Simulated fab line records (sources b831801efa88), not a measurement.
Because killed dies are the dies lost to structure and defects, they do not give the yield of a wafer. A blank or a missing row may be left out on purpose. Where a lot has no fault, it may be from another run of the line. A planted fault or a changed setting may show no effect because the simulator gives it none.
A sampling plan put to the test / flow sky130 / one fab line, 50 faults that these records tell of, each judged on the records of the lots that it struck
Plan = the line's own looks (route steps where a gauge or an inspection reads the wafer without altering it). Where struck wafers have a number at a look and the file lists that look's usual mean and standard deviation on fault-free wafers, the look can be judged. Caught: the struck wafers' mean, at a look after the fault's first step, is 4 or more of those standard deviations (sigma) away from the usual mean. On the tool: the fault's steps, tested the same way using the tool's own readings. Caught also covers a different recipe on the struck wafers, or a record left blank for those wafers only.

== THE FAULTS, as the simulator had put them in ==
1. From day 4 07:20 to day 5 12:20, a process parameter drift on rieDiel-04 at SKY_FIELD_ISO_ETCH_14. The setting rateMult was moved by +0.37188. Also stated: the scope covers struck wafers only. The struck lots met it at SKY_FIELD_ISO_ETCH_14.
2. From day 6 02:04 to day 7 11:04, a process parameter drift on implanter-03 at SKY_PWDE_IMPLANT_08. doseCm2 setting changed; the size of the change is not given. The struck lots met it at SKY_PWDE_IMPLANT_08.
3. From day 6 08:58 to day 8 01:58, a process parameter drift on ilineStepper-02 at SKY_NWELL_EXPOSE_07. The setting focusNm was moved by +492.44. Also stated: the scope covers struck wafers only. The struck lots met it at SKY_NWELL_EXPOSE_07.
4. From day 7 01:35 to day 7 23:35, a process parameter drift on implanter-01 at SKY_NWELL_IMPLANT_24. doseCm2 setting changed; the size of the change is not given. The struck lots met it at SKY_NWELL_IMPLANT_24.
5. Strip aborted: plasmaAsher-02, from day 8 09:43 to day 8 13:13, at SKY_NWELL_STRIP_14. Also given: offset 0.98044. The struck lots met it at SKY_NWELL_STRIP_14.
6. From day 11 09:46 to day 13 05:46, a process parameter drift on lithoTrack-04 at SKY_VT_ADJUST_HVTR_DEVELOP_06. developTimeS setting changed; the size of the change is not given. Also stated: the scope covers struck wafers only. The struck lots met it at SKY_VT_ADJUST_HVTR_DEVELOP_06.
7. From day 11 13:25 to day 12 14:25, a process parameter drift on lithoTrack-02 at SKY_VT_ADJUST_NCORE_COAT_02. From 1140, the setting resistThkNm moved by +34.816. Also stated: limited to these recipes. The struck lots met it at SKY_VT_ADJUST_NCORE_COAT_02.
8. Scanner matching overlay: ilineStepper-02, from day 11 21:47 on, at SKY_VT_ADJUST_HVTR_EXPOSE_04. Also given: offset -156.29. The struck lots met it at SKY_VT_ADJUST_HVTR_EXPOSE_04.
9. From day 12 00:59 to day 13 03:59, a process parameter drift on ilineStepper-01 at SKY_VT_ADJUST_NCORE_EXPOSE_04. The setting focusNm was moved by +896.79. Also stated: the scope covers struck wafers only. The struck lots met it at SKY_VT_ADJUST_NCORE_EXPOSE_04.
10. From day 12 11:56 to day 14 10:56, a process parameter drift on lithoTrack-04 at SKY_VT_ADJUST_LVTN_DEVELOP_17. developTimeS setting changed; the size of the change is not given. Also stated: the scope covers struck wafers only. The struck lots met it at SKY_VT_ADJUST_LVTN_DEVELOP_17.
11. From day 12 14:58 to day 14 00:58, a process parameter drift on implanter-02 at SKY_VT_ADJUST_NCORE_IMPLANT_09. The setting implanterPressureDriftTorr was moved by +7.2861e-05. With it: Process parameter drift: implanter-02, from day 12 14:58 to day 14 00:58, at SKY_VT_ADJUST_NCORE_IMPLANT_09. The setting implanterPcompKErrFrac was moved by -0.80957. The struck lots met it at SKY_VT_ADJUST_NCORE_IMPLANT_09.
12. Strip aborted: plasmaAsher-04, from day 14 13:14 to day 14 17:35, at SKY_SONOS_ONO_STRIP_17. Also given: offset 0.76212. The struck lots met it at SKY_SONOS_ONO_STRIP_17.
13. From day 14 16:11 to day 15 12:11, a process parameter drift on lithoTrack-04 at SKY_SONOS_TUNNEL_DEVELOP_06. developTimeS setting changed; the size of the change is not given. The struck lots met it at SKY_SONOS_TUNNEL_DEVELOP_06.
14. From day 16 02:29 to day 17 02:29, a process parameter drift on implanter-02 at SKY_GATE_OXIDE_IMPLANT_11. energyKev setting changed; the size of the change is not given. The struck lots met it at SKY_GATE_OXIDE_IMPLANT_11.
15. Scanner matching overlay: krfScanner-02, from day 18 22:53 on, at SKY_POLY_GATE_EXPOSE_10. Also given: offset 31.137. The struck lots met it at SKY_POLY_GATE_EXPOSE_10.
16. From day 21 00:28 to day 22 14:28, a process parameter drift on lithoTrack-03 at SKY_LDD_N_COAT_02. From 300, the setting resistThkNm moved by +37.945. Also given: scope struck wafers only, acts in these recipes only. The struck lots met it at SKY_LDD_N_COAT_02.
17. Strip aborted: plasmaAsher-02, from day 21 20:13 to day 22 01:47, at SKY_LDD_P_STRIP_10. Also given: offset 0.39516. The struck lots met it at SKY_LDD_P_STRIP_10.
18. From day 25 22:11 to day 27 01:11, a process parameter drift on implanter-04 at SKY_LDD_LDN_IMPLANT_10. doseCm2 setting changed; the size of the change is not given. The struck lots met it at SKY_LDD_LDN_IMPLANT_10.
19. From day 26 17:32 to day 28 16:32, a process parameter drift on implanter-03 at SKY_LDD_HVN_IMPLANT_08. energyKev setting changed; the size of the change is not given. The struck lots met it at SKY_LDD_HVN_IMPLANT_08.
20. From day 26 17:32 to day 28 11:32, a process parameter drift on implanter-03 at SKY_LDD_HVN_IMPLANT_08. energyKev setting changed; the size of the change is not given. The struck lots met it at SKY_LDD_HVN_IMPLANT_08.
21. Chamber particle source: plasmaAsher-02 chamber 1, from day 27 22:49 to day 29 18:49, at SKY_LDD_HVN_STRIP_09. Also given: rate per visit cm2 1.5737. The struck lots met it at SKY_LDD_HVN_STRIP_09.
22. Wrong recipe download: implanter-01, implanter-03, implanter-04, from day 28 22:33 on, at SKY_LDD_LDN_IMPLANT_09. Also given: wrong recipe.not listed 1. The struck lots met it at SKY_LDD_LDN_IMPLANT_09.
23. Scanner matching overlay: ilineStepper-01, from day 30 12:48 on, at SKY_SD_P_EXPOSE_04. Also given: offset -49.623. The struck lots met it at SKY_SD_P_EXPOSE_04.
24. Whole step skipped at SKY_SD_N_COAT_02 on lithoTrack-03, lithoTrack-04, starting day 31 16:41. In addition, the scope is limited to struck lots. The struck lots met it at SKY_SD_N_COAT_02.
25. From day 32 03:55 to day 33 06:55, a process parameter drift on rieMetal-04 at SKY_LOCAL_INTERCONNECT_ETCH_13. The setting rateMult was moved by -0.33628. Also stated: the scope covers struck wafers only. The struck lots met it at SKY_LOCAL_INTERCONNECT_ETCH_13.
26. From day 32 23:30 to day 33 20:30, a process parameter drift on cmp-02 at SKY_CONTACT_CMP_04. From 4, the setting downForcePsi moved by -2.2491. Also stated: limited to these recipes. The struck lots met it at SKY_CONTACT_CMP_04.
27. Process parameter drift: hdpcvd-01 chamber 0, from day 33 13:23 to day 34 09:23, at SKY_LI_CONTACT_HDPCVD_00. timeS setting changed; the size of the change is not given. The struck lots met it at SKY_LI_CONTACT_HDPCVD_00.
28. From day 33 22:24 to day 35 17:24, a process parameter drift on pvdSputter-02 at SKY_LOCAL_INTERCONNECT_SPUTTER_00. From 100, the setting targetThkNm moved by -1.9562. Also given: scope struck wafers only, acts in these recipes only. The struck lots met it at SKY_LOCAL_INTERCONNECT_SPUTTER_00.
29. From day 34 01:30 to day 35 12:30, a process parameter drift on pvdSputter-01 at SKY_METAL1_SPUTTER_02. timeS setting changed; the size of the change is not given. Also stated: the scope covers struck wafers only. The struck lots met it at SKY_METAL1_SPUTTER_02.
30. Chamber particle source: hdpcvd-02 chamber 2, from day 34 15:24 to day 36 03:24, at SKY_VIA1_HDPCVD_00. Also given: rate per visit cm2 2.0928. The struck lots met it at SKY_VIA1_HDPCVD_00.
31. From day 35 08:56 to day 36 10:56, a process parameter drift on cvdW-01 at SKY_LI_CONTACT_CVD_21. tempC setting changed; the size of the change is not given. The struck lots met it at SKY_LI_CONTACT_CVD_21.
32. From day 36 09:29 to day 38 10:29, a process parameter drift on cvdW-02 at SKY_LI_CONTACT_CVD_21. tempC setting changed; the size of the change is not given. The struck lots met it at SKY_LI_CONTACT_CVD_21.
33. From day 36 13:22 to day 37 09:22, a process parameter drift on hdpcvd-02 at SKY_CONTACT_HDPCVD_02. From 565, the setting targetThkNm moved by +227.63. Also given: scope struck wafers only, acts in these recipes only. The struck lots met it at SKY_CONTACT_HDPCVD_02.
34. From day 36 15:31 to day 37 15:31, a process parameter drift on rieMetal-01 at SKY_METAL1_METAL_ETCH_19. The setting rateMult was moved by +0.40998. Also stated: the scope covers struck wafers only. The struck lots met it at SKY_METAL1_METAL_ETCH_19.
35. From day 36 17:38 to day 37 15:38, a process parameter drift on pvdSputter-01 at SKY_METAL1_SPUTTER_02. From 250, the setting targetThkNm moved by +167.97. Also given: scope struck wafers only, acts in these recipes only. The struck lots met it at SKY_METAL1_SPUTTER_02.
36. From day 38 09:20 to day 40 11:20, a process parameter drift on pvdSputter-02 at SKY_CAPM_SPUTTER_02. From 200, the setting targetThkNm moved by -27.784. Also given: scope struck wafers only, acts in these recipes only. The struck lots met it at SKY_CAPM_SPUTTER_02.
37. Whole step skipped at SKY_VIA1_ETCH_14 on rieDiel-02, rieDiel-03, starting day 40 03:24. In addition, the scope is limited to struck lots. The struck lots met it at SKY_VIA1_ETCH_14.
38. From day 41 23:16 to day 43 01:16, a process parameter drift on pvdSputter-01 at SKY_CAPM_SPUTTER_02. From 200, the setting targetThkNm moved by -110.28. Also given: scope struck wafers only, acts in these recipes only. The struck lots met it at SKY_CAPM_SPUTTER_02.
39. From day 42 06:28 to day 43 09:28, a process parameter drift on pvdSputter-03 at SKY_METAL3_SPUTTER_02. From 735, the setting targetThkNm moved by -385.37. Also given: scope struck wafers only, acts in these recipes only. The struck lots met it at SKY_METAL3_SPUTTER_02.
40. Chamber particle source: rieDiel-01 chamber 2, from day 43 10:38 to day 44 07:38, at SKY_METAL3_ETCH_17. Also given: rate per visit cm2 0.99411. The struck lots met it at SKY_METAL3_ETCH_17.
41. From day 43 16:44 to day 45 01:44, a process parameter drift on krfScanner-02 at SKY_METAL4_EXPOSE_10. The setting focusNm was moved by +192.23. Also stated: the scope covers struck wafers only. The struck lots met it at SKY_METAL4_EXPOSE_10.
42. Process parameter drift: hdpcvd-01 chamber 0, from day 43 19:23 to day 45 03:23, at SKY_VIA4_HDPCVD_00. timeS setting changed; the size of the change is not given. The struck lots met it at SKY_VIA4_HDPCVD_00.
43. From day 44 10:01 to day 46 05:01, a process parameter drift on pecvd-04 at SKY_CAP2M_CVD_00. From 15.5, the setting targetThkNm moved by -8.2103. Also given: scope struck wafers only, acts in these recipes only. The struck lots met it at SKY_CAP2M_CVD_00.
44. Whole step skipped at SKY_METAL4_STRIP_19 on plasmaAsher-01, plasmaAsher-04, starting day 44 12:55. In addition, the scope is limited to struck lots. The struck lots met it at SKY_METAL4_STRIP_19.
45. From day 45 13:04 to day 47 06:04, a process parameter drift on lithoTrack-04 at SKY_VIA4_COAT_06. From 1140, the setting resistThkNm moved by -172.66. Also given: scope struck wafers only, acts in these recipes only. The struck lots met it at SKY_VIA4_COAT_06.
46. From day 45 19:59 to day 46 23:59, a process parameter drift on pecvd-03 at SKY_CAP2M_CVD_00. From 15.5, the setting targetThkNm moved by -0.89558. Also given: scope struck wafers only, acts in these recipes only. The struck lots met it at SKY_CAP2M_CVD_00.
47. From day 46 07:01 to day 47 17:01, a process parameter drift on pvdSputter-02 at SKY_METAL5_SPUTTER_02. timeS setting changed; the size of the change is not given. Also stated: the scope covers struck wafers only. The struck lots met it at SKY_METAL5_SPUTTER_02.
48. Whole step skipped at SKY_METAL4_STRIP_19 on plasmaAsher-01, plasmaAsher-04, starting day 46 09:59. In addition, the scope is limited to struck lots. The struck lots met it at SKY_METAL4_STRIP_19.
49. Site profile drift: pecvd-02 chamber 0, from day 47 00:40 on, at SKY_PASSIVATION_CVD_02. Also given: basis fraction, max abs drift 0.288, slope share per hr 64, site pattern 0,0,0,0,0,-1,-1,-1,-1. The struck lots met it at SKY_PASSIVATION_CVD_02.
50. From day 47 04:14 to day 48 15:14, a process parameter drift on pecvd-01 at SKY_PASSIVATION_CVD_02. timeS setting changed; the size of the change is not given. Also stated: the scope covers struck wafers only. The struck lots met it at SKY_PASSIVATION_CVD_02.

== WHAT THE PLAN SAW ==
fault=1; on the tool itself=under 2 sigma; first look that catches it=not the one look that can be judged after it; reading, sigma=-; median hours from its first step to that look=-; hours from the fault's start to the first struck lot there=-; judged looks passed uncaught=1
fault=2; on the tool itself=doseIonsCm2 -99 or beyond sigma; first look that catches it=SKY_PWDE_TW_MEAS_10; reading, sigma=PWDE_TW -19; median hours from its first step to that look=0.2; hours from the fault's start to the first struck lot there=8; judged looks passed uncaught=0
fault=3; on the tool itself=under 2 sigma; first look that catches it=none of the 6 looks that can be judged after it; reading, sigma=-; median hours from its first step to that look=-; hours from the fault's start to the first struck lot there=-; judged looks passed uncaught=6
fault=4; on the tool itself=doseIonsCm2 +99 or beyond sigma; first look that catches it=SKY_NWELL_TW_MEAS_26; reading, sigma=NWELL_2_TW +55; median hours from its first step to that look=0.2; hours from the fault's start to the first struck lot there=6; judged looks passed uncaught=0
fault=5; on the tool itself=oesProductAu +32 sigma; first look that catches it=SKY_NWELL_TW_MEAS_26; reading, sigma=NWELL_2_TW -66; median hours from its first step to that look=23.4; hours from the fault's start to the first struck lot there=27; judged looks passed uncaught=0
fault=6; on the tool itself=no reading that can be judged; first look that catches it=SKY_VT_ADJUST_HVTR_TW_MEAS_11; reading, sigma=VT_ADJUST_HVTR_TW -78; median hours from its first step to that look=0.5; hours from the fault's start to the first struck lot there=21; judged looks passed uncaught=0
fault=7; on the tool itself=under 2 sigma; first look that catches it=not the one look that can be judged after it; reading, sigma=-; median hours from its first step to that look=-; hours from the fault's start to the first struck lot there=-; judged looks passed uncaught=1
fault=8; on the tool itself=no reading that can be judged; first look that catches it=SKY_VT_ADJUST_HVTR_OVL_MEAS_08; reading, sigma=VT_ADJUST_HVTR_OVL -99 or beyond; median hours from its first step to that look=12.3; hours from the fault's start to the first struck lot there=20; judged looks passed uncaught=0
fault=9; on the tool itself=no reading that can be judged; first look that catches it=SKY_VT_ADJUST_NCORE_CD_MEAS_07; reading, sigma=cdNm -6.5; median hours from its first step to that look=12.2; hours from the fault's start to the first struck lot there=24; judged looks passed uncaught=0
fault=10; on the tool itself=no reading that can be judged; first look that catches it=SKY_VT_ADJUST_LVTN_TW_MEAS_21; reading, sigma=VT_ADJUST_LVTN_2_TW -75; median hours from its first step to that look=0.4; hours from the fault's start to the first struck lot there=28; judged looks passed uncaught=0
fault=11; on the tool itself=endStationPressureTorr +99 or beyond sigma; first look that catches it=not the one look that can be judged after it; reading, sigma=strongest: VT_ADJUST_NCORE_TW at SKY_VT_ADJUST_NCORE_TW_MEAS_11, +2.6; median hours from its first step to that look=-; hours from the fault's start to the first struck lot there=-; judged looks passed uncaught=1
fault=12; on the tool itself=oesProductAu +43 sigma; first look that catches it=no look after it can be judged; reading, sigma=-; median hours from its first step to that look=-; hours from the fault's start to the first struck lot there=-; judged looks passed uncaught=0
fault=13; on the tool itself=no reading that can be judged; first look that catches it=not the one look that can be judged after it; reading, sigma=strongest: cdNm at SKY_SONOS_TUNNEL_CD_MEAS_07, +3.1; median hours from its first step to that look=-; hours from the fault's start to the first struck lot there=-; judged looks passed uncaught=1
fault=14; on the tool itself=beamEnergyKeV -99 or beyond sigma; first look that catches it=no look after it can be judged; reading, sigma=-; median hours from its first step to that look=-; hours from the fault's start to the first struck lot there=-; judged looks passed uncaught=0
fault=15; on the tool itself=no reading that can be judged; first look that catches it=SKY_POLY_GATE_OVL_MEAS_14; reading, sigma=POLY_GATE_OVL +7.0; median hours from its first step to that look=16.1; hours from the fault's start to the first struck lot there=19; judged looks passed uncaught=0
fault=16; on the tool itself=under 2 sigma; first look that catches it=none of the 2 looks that can be judged after it; reading, sigma=-; median hours from its first step to that look=-; hours from the fault's start to the first struck lot there=-; judged looks passed uncaught=2
fault=17; on the tool itself=oesProductAu +52 sigma; first look that catches it=SKY_LDD_HVN_TW_MEAS_10; reading, sigma=LDD_HVN_TW -10; median hours from its first step to that look=31.5; hours from the fault's start to the first struck lot there=37; judged looks passed uncaught=0
fault=18; on the tool itself=doseIonsCm2 -99 or beyond sigma; first look that catches it=none of the 2 looks that can be judged after it; reading, sigma=strongest: LDD_LDN_TW at SKY_LDD_LDN_TW_MEAS_13, -3.3; median hours from its first step to that look=-; hours from the fault's start to the first struck lot there=-; judged looks passed uncaught=2
fault=19; on the tool itself=beamEnergyKeV +99 or beyond sigma; first look that catches it=not the one look that can be judged after it; reading, sigma=strongest: LDD_HVN_TW at SKY_LDD_HVN_TW_MEAS_10, +3.6; median hours from its first step to that look=-; hours from the fault's start to the first struck lot there=-; judged looks passed uncaught=1
fault=20; on the tool itself=beamEnergyKeV +99 or beyond sigma; first look that catches it=SKY_LDD_HVN_TW_MEAS_10; reading, sigma=LDD_HVN_TW +4.8; median hours from its first step to that look=0.2; hours from the fault's start to the first struck lot there=2; judged looks passed uncaught=0
fault=21; on the tool itself=under 2 sigma; first look that catches it=not the one look that can be judged after it; reading, sigma=-; median hours from its first step to that look=-; hours from the fault's start to the first struck lot there=-; judged looks passed uncaught=1
fault=22; on the tool itself=no reading that can be judged; first look that catches it=none of the 2 looks that can be judged after it; reading, sigma=strongest: LDD_LDN_TW at SKY_LDD_LDN_TW_MEAS_13, -3.4; median hours from its first step to that look=-; hours from the fault's start to the first struck lot there=-; judged looks passed uncaught=2
fault=23; on the tool itself=under 2 sigma; first look that catches it=SKY_SD_P_OVL_MEAS_08; reading, sigma=SD_P_OVL -41; median hours from its first step to that look=14.1; hours from the fault's start to the first struck lot there=16; judged looks passed uncaught=0
fault=24; on the tool itself=the tool's record is blank for the struck wafers; first look that catches it=not the one look that can be judged after it; reading, sigma=-; median hours from its first step to that look=-; hours from the fault's start to the first struck lot there=-; judged looks passed uncaught=1
fault=25; on the tool itself=oesProductAu -12 sigma; first look that catches it=no look after it can be judged; reading, sigma=-; median hours from its first step to that look=-; hours from the fault's start to the first struck lot there=-; judged looks passed uncaught=0
fault=26; on the tool itself=headPressurePsi -99 or beyond sigma; first look that catches it=not the one look that can be judged after it; reading, sigma=-; median hours from its first step to that look=-; hours from the fault's start to the first struck lot there=-; judged looks passed uncaught=1
fault=27; on the tool itself=runLengthS +99 or beyond sigma; first look that catches it=SKY_LI_CONTACT_THK_MEAS_01; reading, sigma=LI_CONTACT_HDPCVD_THK +37; median hours from its first step to that look=0.1; hours from the fault's start to the first struck lot there=14; judged looks passed uncaught=0
fault=28; on the tool itself=under 2 sigma; first look that catches it=none of the 4 looks that can be judged after it; reading, sigma=strongest: LOCAL_INTERCONNECT_TIN_RS at SKY_LOCAL_INTERCONNECT_RS_MEAS_01, +2.2; median hours from its first step to that look=-; hours from the fault's start to the first struck lot there=-; judged looks passed uncaught=4
fault=29; on the tool itself=under 2 sigma; first look that catches it=SKY_METAL1_RS_MEAS_05; reading, sigma=METAL1_ALCU_RS +26; median hours from its first step to that look=0.1; hours from the fault's start to the first struck lot there=21; judged looks passed uncaught=0
fault=30; on the tool itself=no reading that can be judged; first look that catches it=no look after it can be judged; reading, sigma=-; median hours from its first step to that look=-; hours from the fault's start to the first struck lot there=-; judged looks passed uncaught=0
fault=31; on the tool itself=susceptorTempC -8.4 sigma; first look that catches it=not the one look that can be judged after it; reading, sigma=strongest: LI_CONTACT_W_RS at SKY_LI_CONTACT_RS_MEAS_22, +3.1; median hours from its first step to that look=-; hours from the fault's start to the first struck lot there=-; judged looks passed uncaught=1
fault=32; on the tool itself=susceptorTempC -75 sigma; first look that catches it=SKY_LI_CONTACT_RS_MEAS_22; reading, sigma=LI_CONTACT_W_RS +34; median hours from its first step to that look=0.1; hours from the fault's start to the first struck lot there=2; judged looks passed uncaught=0
fault=33; on the tool itself=under 2 sigma; first look that catches it=SKY_CONTACT_THK_MEAS_03; reading, sigma=CONTACT_HDPCVD_THK +41; median hours from its first step to that look=0.1; hours from the fault's start to the first struck lot there=2; judged looks passed uncaught=0
fault=34; on the tool itself=under 2 sigma; first look that catches it=no look after it can be judged; reading, sigma=-; median hours from its first step to that look=-; hours from the fault's start to the first struck lot there=-; judged looks passed uncaught=0
fault=35; on the tool itself=under 2 sigma; first look that catches it=SKY_METAL1_RS_MEAS_05; reading, sigma=METAL1_ALCU_RS -34; median hours from its first step to that look=0.1; hours from the fault's start to the first struck lot there=7; judged looks passed uncaught=0
fault=36; on the tool itself=under 2 sigma; first look that catches it=SKY_CAPM_RS_MEAS_03; reading, sigma=CAPM_TIN_RS +14; median hours from its first step to that look=0.1; hours from the fault's start to the first struck lot there=10; judged looks passed uncaught=0
fault=37; on the tool itself=the tool's record is blank for the struck wafers; first look that catches it=no look after it can be judged; reading, sigma=-; median hours from its first step to that look=-; hours from the fault's start to the first struck lot there=-; judged looks passed uncaught=0
fault=38; on the tool itself=under 2 sigma; first look that catches it=SKY_CAPM_RS_MEAS_03; reading, sigma=CAPM_TIN_RS +99 or beyond; median hours from its first step to that look=0.1; hours from the fault's start to the first struck lot there=3; judged looks passed uncaught=0
fault=39; on the tool itself=under 2 sigma; first look that catches it=none of the 3 looks that can be judged after it; reading, sigma=strongest: VIA3_BOW at SKY_VIA3_BOW_MEAS_03, +2.8; median hours from its first step to that look=-; hours from the fault's start to the first struck lot there=-; judged looks passed uncaught=3
fault=40; on the tool itself=under 2 sigma; first look that catches it=not the one look that can be judged after it; reading, sigma=-; median hours from its first step to that look=-; hours from the fault's start to the first struck lot there=-; judged looks passed uncaught=1
fault=41; on the tool itself=no reading that can be judged; first look that catches it=SKY_METAL4_CD_MEAS_13; reading, sigma=cdNm -10; median hours from its first step to that look=10.2; hours from the fault's start to the first struck lot there=19; judged looks passed uncaught=0
fault=42; on the tool itself=runLengthS +29 sigma; first look that catches it=SKY_VIA4_THK_MEAS_01; reading, sigma=VIA4_HDPCVD_THK +6.9; median hours from its first step to that look=0.2; hours from the fault's start to the first struck lot there=2; judged looks passed uncaught=0
fault=43; on the tool itself=under 2 sigma; first look that catches it=SKY_CAP2M_THK_MEAS_01; reading, sigma=CAP2M_CVD_00_THK -37; median hours from its first step to that look=0.0; hours from the fault's start to the first struck lot there=17; judged looks passed uncaught=0
fault=44; on the tool itself=no reading that can be judged; first look that catches it=no look after it can be judged; reading, sigma=-; median hours from its first step to that look=-; hours from the fault's start to the first struck lot there=-; judged looks passed uncaught=0
fault=45; on the tool itself=no reading that can be judged; first look that catches it=no look after it can be judged; reading, sigma=-; median hours from its first step to that look=-; hours from the fault's start to the first struck lot there=-; judged looks passed uncaught=0
fault=46; on the tool itself=under 2 sigma; first look that catches it=SKY_CAP2M_THK_MEAS_01; reading, sigma=CAP2M_CVD_00_THK -4.7; median hours from its first step to that look=0.0; hours from the fault's start to the first struck lot there=4; judged looks passed uncaught=0
fault=47; on the tool itself=under 2 sigma; first look that catches it=SKY_METAL5_RS_MEAS_05; reading, sigma=METAL5_ALCU_RS +17; median hours from its first step to that look=0.1; hours from the fault's start to the first struck lot there=15; judged looks passed uncaught=0
fault=48; on the tool itself=no reading that can be judged; first look that catches it=no look after it can be judged; reading, sigma=-; median hours from its first step to that look=-; hours from the fault's start to the first struck lot there=-; judged looks passed uncaught=0
fault=49; on the tool itself=under 2 sigma; first look that catches it=SKY_PASSIVATION_THK_MEAS_03; reading, sigma=PASSIVATION_CVD_02_THK -9.3; median hours from its first step to that look=0.2; hours from the fault's start to the first struck lot there=4; judged looks passed uncaught=0
fault=50; on the tool itself=under 2 sigma; first look that catches it=SKY_PASSIVATION_THK_MEAS_03; reading, sigma=PASSIVATION_CVD_02_THK +7.4; median hours from its first step to that look=0.3; hours from the fault's start to the first struck lot there=14; judged looks passed uncaught=0
Dash: fault not caught, or number not given in these records.

Caught at a look: 25 of 50. Caught on the tool: 18 of 50. By one or the other: 35 of 50.
Caught on the tool alone: faults 11, 12, 14, 18, 19, 24, 25, 26, 31, 37.
Caught at a look alone: faults 6, 8, 9, 10, 15, 23, 29, 33, 35, 36, 38, 41, 43, 46, 47, 49, 50.
Caught by neither: faults 1, 3, 7, 13, 16, 21, 22, 28, 30, 34, 39, 40, 44, 45, 48.

== THINNER SAMPLING ==
In the worst case, this is how late the first struck lot would be measured if the look that catches a fault measured only every second or every third lot, by lot number:
fault=2; struck lots at that look, in order of time=L121, L124; every lot=8 h; every second lot=28 h; every third lot=may miss all 2
fault=4; struck lots at that look, in order of time=L891, L892, L893; every lot=6 h; every second lot=10 h; every third lot=19 h
fault=5; struck lots at that look, in order of time=L219; every lot=27 h; every second lot=may miss it; every third lot=may miss it
fault=6; struck lots at that look, in order of time=L540, L542; every lot=21 h; every second lot=may miss all 2; every third lot=may miss all 2
fault=8; struck lots at that look, in order of time=L645, L646, L647; every lot=20 h; every second lot=27 h; every third lot=38 h
fault=9; struck lots at that look, in order of time=L555, L557; every lot=24 h; every second lot=may miss all 2; every third lot=may miss all 2
fault=10; struck lots at that look, in order of time=L764, L765; every lot=28 h; every second lot=38 h; every third lot=may miss all 2
fault=15; struck lots at that look, in order of time=L842, L844, L847; every lot=19 h; every second lot=77 h; every third lot=may miss all 3
fault=17; struck lots at that look, in order of time=L588; every lot=37 h; every second lot=may miss it; every third lot=may miss it
fault=20; struck lots at that look, in order of time=L764, L765; every lot=2 h; every second lot=9 h; every third lot=may miss all 2
fault=23; struck lots at that look, in order of time=L661, L662; every lot=16 h; every second lot=26 h; every third lot=may miss all 2
fault=27; struck lots at that look, in order of time=L463, L464; every lot=14 h; every second lot=18 h; every third lot=may miss all 2
fault=29; struck lots at that look, in order of time=L771, L773; every lot=21 h; every second lot=may miss all 2; every third lot=may miss all 2
fault=32; struck lots at that look, in order of time=L277, L279; every lot=2 h; every second lot=may miss all 2; every third lot=may miss all 2
fault=33; struck lots at that look, in order of time=L885, L886; every lot=2 h; every second lot=8 h; every third lot=may miss all 2
fault=35; struck lots at that look, in order of time=L981, L982, L983; every lot=7 h; every second lot=12 h; every third lot=20 h
fault=36; struck lots at that look, in order of time=L505, L506; every lot=10 h; every second lot=20 h; every third lot=may miss all 2
fault=38; struck lots at that look, in order of time=L601, L603; every lot=3 h; every second lot=may miss all 2; every third lot=may miss all 2
fault=41; struck lots at that look, in order of time=L866, L867, L868; every lot=19 h; every second lot=21 h; every third lot=27 h
fault=42; struck lots at that look, in order of time=L237; every lot=2 h; every second lot=may miss it; every third lot=may miss it
fault=43; struck lots at that look, in order of time=L758, L759; every lot=17 h; every second lot=20 h; every third lot=may miss all 2
fault=46; struck lots at that look, in order of time=L174; every lot=4 h; every second lot=may miss it; every third lot=may miss it
fault=47; struck lots at that look, in order of time=L753, L754, L755; every lot=15 h; every second lot=24 h; every third lot=28 h
fault=49; struck lots at that look, in order of time=L212, L214; every lot=4 h; every second lot=may miss all 2; every third lot=may miss all 2
fault=50; struck lots at that look, in order of time=L157, L160; every lot=14 h; every second lot=27 h; every third lot=may miss all 2
Hours count from the start of the fault until the first struck lot that is measured. The test against the limit of 4 sigma pooled every struck wafer, which means one lot taken alone may stay below that limit. Other struck lots may not be in these records.

== THE LONGEST TIMED WAY FROM STEP TO LOOK ==
Fault 17: median gap of 31.5 hours between SKY_LDD_P_STRIP_10 and SKY_LDD_HVN_TW_MEAS_10. No look between them can be judged.
